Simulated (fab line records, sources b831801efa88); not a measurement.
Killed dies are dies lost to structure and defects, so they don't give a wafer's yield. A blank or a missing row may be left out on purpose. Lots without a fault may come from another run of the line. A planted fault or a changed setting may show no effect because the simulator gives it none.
Problem report in the 8D (eight disciplines) form, filled by code | flow gf180mcu | the parts of the form that need people (team, actions taken, sign-off) are left out

1. THE PROBLEM
cathode_dc_power_W at GF_TOP_METAL_SPUTTER_00 reads a mean of 4736.9 W on 2 wafers of 2 lots; wafers without a fault read 4000.0 W with a standard deviation of 0.78. That is +99 or more standard deviations from the usual mean.
The step: material Ti, target thk 37.5 nm, time 150 s.
First seen on wafer L732.2, day 30 12:31, on pvd_sputter-02. The record holds 18 wafers of 6 lots with a number at this step. Rule for "out", or "out of limits": more than 4 standard deviations from the usual mean. The other wafers with a number count as sound.

2. WHAT IT IS AND WHAT IT IS NOT
question                    | is                 | is not
which readings at this step | cathode_dc_power_W | chamber_pressure_pa, throttle_valve_pct
which lots                  | L732, L734         | L728, L741, L743, L745
which wafers of those lots  | L732.2, L734.1     | L732.1, L732.5, L734.2, L734.6
read on which tools         | pvd_sputter-02     | pvd_sputter-04
when                        | from day 30 12:31  | up to then (5 sound wafers); but 11 sound wafers of L734, L741, L743, L745 came after

3. SUSPECTS, AND WHAT RULES EACH OUT
Counting: a tool at a process step up to the reading stays a suspect if it ran every lot that is out. Sound lots after the first of them don't rule it out here, since some wafers of a struck lot are sound.
- rie_diel-02 at GF_V5_ETCH_16 (etches BARC in N2/H2): kept. It ran every lot that is out, first L732 (day 30 11:09); its last sound lot up to then is L728 (day 28 21:50).
- rie_diel-02 at GF_V5_ETCH_17 (etches SiO2 in C4F8/O2/Ar, stops on TiN, target depth 855 nm): kept. It ran every lot that is out, first L732 (day 30 11:50); its last sound lot up to then is L728 (day 28 22:57). GF_V5_ETCH_17 gives no start for some lots, so the hours and the order of its lots are those of GF_V5_SPUTTER_21.
- pvd_sputter-02 at GF_TOP_METAL_SPUTTER_00 (material Ti, target thk 37.5 nm, time 150 s): kept. It ran every lot that is out, first L732 (day 30 12:31); its last sound lot up to then is L728 (day 28 23:38). Its own readings are out on those wafers: cathode_dc_power_W.
Left after counting: rie_diel-02 at GF_V5_ETCH_16, rie_diel-02 at GF_V5_ETCH_17, pvd_sputter-02 at GF_TOP_METAL_SPUTTER_00.

4. THE CAUSE (what the simulator had put in)
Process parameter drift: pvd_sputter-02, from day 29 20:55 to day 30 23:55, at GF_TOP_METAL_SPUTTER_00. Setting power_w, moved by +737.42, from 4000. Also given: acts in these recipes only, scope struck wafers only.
Counting left 3 suspects, and this tool is among them.

5. THE CHAIN OF EFFECTS, in route order
Each row: a reading whose mean over the struck wafers that have a number lies more than 3 standard deviations from the usual. Only readings for which the record gives a usual standard deviation are gone through. hours: the time from each lot's start at the first step in this table that gives one to its start at this step, as a median over the lots. sigmas: the change in usual standard deviations.
hours | step                    | reading            | usual    | on struck wafers | change | sigmas
0     | GF_TOP_METAL_SPUTTER_00 | cathode_dc_power_W | 4000.0 W | 4736.9           | +736.9 | +99 or more
The process steps in it:
- GF_TOP_METAL_SPUTTER_00: material Ti, target thk 37.5 nm, time 150 s.

6. WHAT WOULD HAVE CAUGHT IT SOONER
In this record the first reading out of limits was taken at day 30 12:31, 16 hours after the fault began at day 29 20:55.
